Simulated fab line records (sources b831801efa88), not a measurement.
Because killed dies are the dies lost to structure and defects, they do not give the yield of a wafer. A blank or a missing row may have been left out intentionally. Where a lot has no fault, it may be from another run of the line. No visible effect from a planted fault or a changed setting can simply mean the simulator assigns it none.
fab line records    flow sky130
[record] lots = 6  wafers = 18  lastDay = 49
route steps=708 shown SONOS_ONO@186 GATE_OXIDE@187
lots untouched by any fault: they come from a run of this same line in which no faults occurred
startH: hours from the record's first day to the start of the lot's first wafer shown    waitH: hours since the lot's step before    " as in the row above    L1.1+2: a single row standing in for several wafers    - value missing, or start not given    * or withheld: withheld    < > ~ a bound
route shown NAME@n: a module of which the file shows steps, and the number in the route of the first    usual: average and standard deviation across the fault-free wafers    same: alike in all rows    chamber/n: place in a boat    sites: the reading at each site    _std_site: standard deviation across them    _edge_site: mean of outer sites minus mean of inner sites    radiusMm: how far each site lies from the wafer's centre    mask NAME#n: copy n    behind: tool/chamber where the wafer was last shaped    hold: why the lot was held/for how many hours/how that ended    device: the transistor (n, p or np) that didn't switch    end of line: the tests these same wafers got at the end of their route    where a step has no rows: the recipe by itself    killed: not the wafer's yield, but the dies lost to structure and defects at the first sort    map: a wafer's dies, marking killed ones x, the rest . and places with no die _
set.NAME: the setting that was run; set.NAME@STEP: the one run at that earlier step    model.NAME: the simulator's own value behind a step, which no gauge read
certain route steps with their lots: each step a table, each wafer a row
services: from which hour (startH, from the record's first day; less than 0 if before it) a tool's chamber was out of use, for how many hours, and why
[[steps]]
[step SKY_SONOS_ONO_WET_ETCH_18]
[recipe] chemistry = H3PO4  targetDepthNm = 15  target = Si3N4  tempC = 160  timeS = 172
[step SKY_GATE_OXIDE_CLEAN_00]
[recipe] chemistry = SC1/SC2  mix = 1:4:20  tempC = 70  timeS = 150  dry = n2Spin
[step SKY_GATE_OXIDE_OXIDATION_01]
[recipe] tempC = 900  ambient = O2  stabiliseS = 600  purgeS = 300  targetThkA = 102.68  oxTimeS = 1473
[step SKY_GATE_OXIDE_THK_MEAS_02]
[recipe] reads = SiO2_of_GATE_OXIDE_OXIDATION_01
[usual] GATE_OXIDE_OXIDATION_00_THK = 10.33/0.21
lot.wafer  tool          chamber  startH  waitH  GATE_OXIDE_OXIDATION_00_THK[nm]
L560.1     filmMetro-03  -        297.99  0.0    10.24
L560.2     "             -        "       "      10.47
L560.3     "             -        "       "      10.31
L566.1     filmMetro-03  -        340.85  0.0    10.69
L566.5     "             -        "       "      10.82
L566.6     "             -        "       "      10.71
L567.1     filmMetro-03  -        356.49  0.0    10.16
L567.2     "             -        "       "      9.98
L567.3     "             -        "       "      10.08
L569.1     filmMetro-03  -        389.73  0.0    10.22
L569.5     "             -        "       "      10.26
L569.6     "             -        "       "      10.18
L575.1     filmMetro-01  -        422.46  0.0    10.12
L575.4     "             -        "       "      10.10
L575.5     "             -        "       "      10.12
L574.3     filmMetro-04  -        422.48  0.0    10.33
L574.4     "             -        "       "      10.38
L574.6     "             -        "       "      10.35
[step SKY_GATE_OXIDE_DEHYDRATE_03]
[recipe] tempC = 200  timeS = 60
[step SKY_GATE_OXIDE_HMDS_04]
[recipe] primeTimeS = 60  primeTempC = 120
[step SKY_GATE_OXIDE_COAT_05]
[recipe] resist = NOVOLAK  spinRpm = 3000  resistThkNm = 1140
[step SKY_GATE_OXIDE_SOFTBAKE_06]
[recipe] tempC = 90  timeS = 60  resist = NOVOLAK
[step SKY_GATE_OXIDE_EXPOSE_07]
[recipe] maskId = LVOM  na = 0.6  sourceShape = conventional  sigmaOuter = 0.6  polarization = unpolarized  targetCdNm = 600  doseMj = 170
[step SKY_GATE_OXIDE_PEB_08]
[recipe] tempC = withheld  timeS = *  resist = NOVOLAK
[step SKY_GATE_OXIDE_DEVELOP_09]
[recipe] resist = NOVOLAK  developer = TMAH  developTimeS = 60  devTempC = 23
[step SKY_GATE_OXIDE_OVL_MEAS_10]
[usual] GATE_OXIDE_OVL = -1.1/1.3
lot.wafer  tool        chamber  startH  waitH  GATE_OXIDE_OVL[nm]
L560.1     overlay-01  -        323.92  0.1    -1.3
L560.2     "           -        "       "      -3.2
L560.3     "           -        "       "      -2.0
L566.1     overlay-01  -        368.13  0.1    -3.4
L566.5     "           -        "       "      -2.9
L566.6     "           -        "       "      -1.6
L567.1     overlay-01  -        383.94  0.1    -0.3
L567.2     "           -        "       "      -0.7
L567.3     "           -        "       "      0.0
L569.1     overlay-01  -        419.19  0.1    -3.4
L569.5     "           -        "       "      -2.9
L569.6     "           -        "       "      -1.3
L574.3     overlay-01  -        452.55  0.1    1.1
L574.4     "           -        "       "      -2.0
L574.6     "           -        "       "      0.3
L575.1     overlay-02  -        453.00  0.1    -1.0
L575.4     "           -        "       "      -1.3
L575.5     "           -        "       "      -2.4
[step SKY_GATE_OXIDE_IMPLANT_11]
[recipe] species = B  energyKev = 10  doseCm2 = 2.6e+12  tiltDeg = withheld
[usual] beamOnS = 10.02/0.18  doseIonsCm2 = 2.6002e+12/2.7e+09  faradayCurrentUA = 14.64/0.26
lot.wafer  tool          chamber  startH  waitH  beamOnS  doseIonsCm2  faradayCurrentUA
L560.1     implanter-02  0        323.95  0.0    10.06    2.6023e+12   14.56
L560.2     "             0        "       "      9.90     2.6035e+12   14.76
L560.3     "             0        "       "      9.75     2.6033e+12   15.03
L566.1     implanter-02  0        368.16  0.0    10.25    1.0199e+13   56.36
L566.5     "             0        "       "      10.00    1.0195e+13   57.61
L566.6     "             0        "       "      10.62    1.0194e+13   53.98
L567.1     implanter-02  0        383.98  0.0    10.32    1.02e+13     55.59
L567.2     "             0        "       "      9.44     1.0197e+13   60.83
L567.3     "             0        "       "      10.03    1.0198e+13   57.41
L569.1     implanter-04  0        419.23  0.0    9.87     2.6001e+12   14.84
L569.5     "             0        "       "      10.27    2.601e+12    14.35
L569.6     "             0        "       "      9.84     2.6026e+12   14.95
L574.3     implanter-04  0        452.63  0.1    10.03    2.6016e+12   14.66
L574.4     "             0        "       "      9.95     2.6032e+12   14.80
L574.6     "             0        "       "      10.14    2.6024e+12   14.52
L575.1     implanter-04  0        453.04  0.0    9.71     2.6037e+12   15.12
L575.4     "             0        "       "      10.18    2.6031e+12   14.41
L575.5     "             0        "       "      10.18    2.6039e+12   14.34
[step SKY_GATE_OXIDE_WET_ETCH_12]
[recipe] chemistry = dHF  targetDepthNm = 16.8  dry = n2Spin  target = SiO2  dilution = 100:1  tempC = 25  timeS = 336
[step SKY_GATE_OXIDE_STRIP_13]
[recipe] chemistry = O2/N2  powerW = 1400  pressureMtorr = 1500  platenTempC = withheld  o2FlowSccm = 3000  n2FlowSccm = 300  overashFraction = 0.5
[usual] chamberPressureMTorr = 1500.1/1.4  drypumpMotorCurrentA = 5.6/0.34  n2FlowSccm = 300.1/0.86  o2FlowSccm = 3001/9  oesProductAu = 0.716/0.0043  stripTimeToEndpointS = 14.18/0.051
lot.wafer  tool            chamber  startH  waitH  chamberPressureMTorr  drypumpMotorCurrentA  n2FlowSccm  o2FlowSccm  oesProductAu  rfHoursCounterH  stripTimeToEndpointS
L560.1     plasmaAsher-01  0        324.20  0.0    1500.5                5.3                   300.8       2995        0.707         63               14.14
L560.2     "               1        "       "      1498.8                5.9                   300.9       2985        0.713         63               14.15
L560.3     "               0        "       "      1501.5                5.4                   300.4       3001        0.723         -                14.12
L566.1     plasmaAsher-03  0        368.41  0.0    1502.9                5.4                   299.6       3002        0.713         54               14.28
L566.5     "               0        "       "      1499.0                5.4                   300.4       3017        0.714         -                14.28
L566.6     "               1        "       "      1500.0                5.2                   297.7       3006        0.709         -                14.28
L567.1     plasmaAsher-02  0        384.23  0.0    1500.1                6.1                   300.3       3003        0.722         68               14.17
L567.2     "               1        "       "      1500.6                5.3                   301.5       3016        0.709         68               14.19
L567.3     "               0        "       "      1502.0                6.1                   299.4       2987        0.719         -                14.21
L569.1     plasmaAsher-02  0        419.48  0.0    1500.1                6.1                   300.1       2999        0.709         71               14.21
L569.5     "               0        "       "      1498.3                6.1                   300.4       2994        0.714         -                14.26
L569.6     "               1        "       "      1498.3                5.3                   300.8       2986        0.722         -                14.21
L574.3     plasmaAsher-02  1        452.86  0.0    1498.9                5.3                   299.6       3004        0.706         -                14.15
L574.4     "               0        "       "      1502.3                6.1                   300.4       3017        0.716         -                14.10
L574.6     "               1        "       "      1501.0                5.3                   299.9       3005        0.716         -                14.10
L575.1     plasmaAsher-01  1        453.29  0.0    1498.7                5.8                   300.2       3006        0.715         2                14.24
L575.4     "               0        "       "      1503.0                5.3                   300.9       2994        0.712         -                14.22
L575.5     "               1        "       "      1500.1                5.8                   299.5       2994        0.721         -                14.28
[step SKY_GATE_OXIDE_TW_MEAS_14]
[usual] GATE_OXIDE_TW = 224.4/1.4
lot.wafer  tool          chamber  startH  waitH  GATE_OXIDE_TW
L560.1     filmMetro-04  -        324.30  0.1    223.6
L560.2     "             -        "       "      222.7
L560.3     "             -        "       "      222.7
L566.1     filmMetro-03  -        368.51  0.1    339.1
L566.5     "             -        "       "      338.1
L566.6     "             -        "       "      336.9
L567.1     filmMetro-01  -        384.33  0.1    336.5
L567.2     "             -        "       "      336.3
L567.3     "             -        "       "      336.6
L569.1     filmMetro-04  -        419.58  0.1    223.3
L569.5     "             -        "       "      222.6
L569.6     "             -        "       "      221.8
L574.3     filmMetro-01  -        452.95  0.1    226.7
L574.4     "             -        "       "      225.4
L574.6     "             -        "       "      226.6
L575.1     filmMetro-01  -        453.39  0.1    226.6
L575.4     "             -        "       "      227.3
L575.5     "             -        "       "      225.5
[step SKY_GATE_OXIDE_CLEAN_15]
[recipe] chemistry = SC1/SC2  mix = 1:4:20  tempC = 70  timeS = 150  dry = n2Spin
[[services]]
tool            chamber  startH  hours  kind
plasmaAsher-02  -        338.54  4.0    pm
plasmaAsher-03  -        344.35  4.4    repair
plasmaAsher-02  -        350.29  2.8    pm
implanter-04    -        388.29  2.7    repair
implanter-02    -        408.79  8.7    repair
plasmaAsher-03  -        410.43  0.5    repair
plasmaAsher-01  -        421.25  9.0    pm
plasmaAsher-01  0        421.25  9.0    ventCycle
plasmaAsher-01  1        421.25  9.0    ventCycle
implanter-02    -        426.00  6.0    pm
plasmaAsher-01  0        430.25  -      clean
plasmaAsher-01  1        430.25  -      clean
[[key]]
[firstSign] step = SKY_GATE_OXIDE_IMPLANT_11  reading = doseIonsCm2  direction = up  sigmas = 99+  usual = *  struck = *
[effect] step = SKY_GATE_OXIDE_IMPLANT_11  reading = faradayCurrentUA  direction = up  sigmas = 99+  usual = 14.64  struck = 56.96
[effect] step = SKY_GATE_OXIDE_TW_MEAS_14  reading = GATE_OXIDE_TW  direction = up  sigmas = 83  usual = 224.4  struck = 337.2
metAt SKY_GATE_OXIDE_IMPLANT_11
struckWafers L566.1,L566.5,L566.6,L567.1,L567.2,L567.3
testerLeftOut L566,L567
onsetBetween 323.95 368.16
[fault] kind = processParameterDrift  tool = implanter-02  chamber = -  onsetH = 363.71  steps = SKY_GATE_OXIDE_IMPLANT_11  channel = doseCm2  offset = *  shape = step  endH = 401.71  actsIn = *  stated = *
// testerLeftOut: of these lots the tester's yield and bins aren't shown, on N5 and GAA mostly nor the transistor test; their killed dies are dies lost to structure and defects alone, not to doping, threshold or leakage, so they don't give the yield
